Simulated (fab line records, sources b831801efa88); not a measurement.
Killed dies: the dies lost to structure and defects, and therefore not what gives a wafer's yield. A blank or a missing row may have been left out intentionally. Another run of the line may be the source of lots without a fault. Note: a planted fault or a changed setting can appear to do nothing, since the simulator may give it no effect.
Which tool is to blame? | flow gf180mcu | 14 lots, 42 wafers sampled, at 2 steps of a route of 602

## WHAT THE GAUGES READ, wafer by wafer
GF_LVPWELL_TW_MEAS_11.
lot  | measured    | on            | LVPWELL_TW
L880 | day 4 04:46 | film_metro-03 | 565 562 561
L881 | day 4 06:53 | film_metro-04 | 564 562 566
L882 | day 4 13:02 | film_metro-01 | 556 556 556
L883 | day 4 20:56 | film_metro-04 | 567 565 568
L884 | day 5 00:12 | film_metro-04 | 567 570 569
L886 | day 5 13:09 | film_metro-03 | 559 559 560
L887 | day 5 15:34 | film_metro-01 | 558 557 557
L888 | day 5 22:45 | film_metro-04 | 567 567 569
L889 | day 6 05:29 | film_metro-01 | 557 558 559
L891 | day 6 15:42 | film_metro-03 | 560 555 559
L893 | day 7 05:37 | film_metro-03 | 559 555 555
L894 | day 7 09:01 | film_metro-04 | 566 565 569
L895 | day 7 17:30 | film_metro-04 | 569 567 571
L900 | day 8 19:50 | film_metro-04 | 567 567 564

GF_MVPSD_OVL_MEAS_07.
lot  | measured     | on         | MVPSD_OVL (nm)
L880 | day 5 08:18  | overlay-02 | 0.7 -0.2 -1.5
L881 | day 5 10:31  | overlay-02 | -2.1 -1.9 -2.5
L882 | day 5 16:40  | overlay-01 | -3.1 -2.6 -2.6
L883 | day 6 01:43  | overlay-01 | -2.7 -2.0 -1.8
L884 | day 6 04:34  | overlay-01 | -2.5 -2.8 -3.0
L886 | day 6 18:42  | overlay-01 | 0.0 -0.6 -1.4
L887 | day 6 21:28  | overlay-02 | -2.0 -0.9 -0.7
L888 | day 7 04:50  | overlay-02 | -0.1 0.0 -1.2
L889 | day 7 12:01  | overlay-02 | -2.0 -1.1 -1.4
L891 | day 7 22:29  | overlay-01 | -3.4 -3.9 -2.1
L893 | day 8 13:09  | overlay-02 | -0.2 0.0 -0.5
L894 | day 8 17:01  | overlay-01 | -3.1 -2.1 -2.4
L895 | day 9 01:44  | overlay-01 | -3.4 -1.1 -2.6
L900 | day 10 07:00 | overlay-02 | 1.0 0.7 -0.3

## EACH LOT AND THE TOOL THAT RAN IT (in order: tool; ch and the chambers of the sampled wafers; start)
No process step before these readings appears in the record.

## AS READ BY THE TOOLS THEMSELVES (means over the sampled wafers that have a number; for cases with no such wafer, the mark the record gives instead)
The record holds no such reading with a usual standard deviation.

## THE ANSWER, worked out from the rows above alone
Rule: the lots themselves supply what counts as usual. The widest of any qualifying gaps counts: lots, ordered by their means at a reading, are off when they make up no more than a third of the lots, leave a main group of 4 or more, and stand apart from it by 3 or more times the standard deviation of that group's means. A main group whose means are all the same, to the digits that the tables above print for the reading, isn't used. A lot without any number at a reading at which 4 lots or more have one is off too. Any other lot the step has rows for is counted as sound. The gauges are gone through in route order, then the tools' own readings, and for those a lot's mean is taken as printed above. The first step at which some lot is off is used, and at that step the reading that is off furthest; a lot without a number counts as furthest.
Across all readings shown, no lot is off: no conclusion can be drawn from this.

## WHAT THE SIMULATOR PUT IN
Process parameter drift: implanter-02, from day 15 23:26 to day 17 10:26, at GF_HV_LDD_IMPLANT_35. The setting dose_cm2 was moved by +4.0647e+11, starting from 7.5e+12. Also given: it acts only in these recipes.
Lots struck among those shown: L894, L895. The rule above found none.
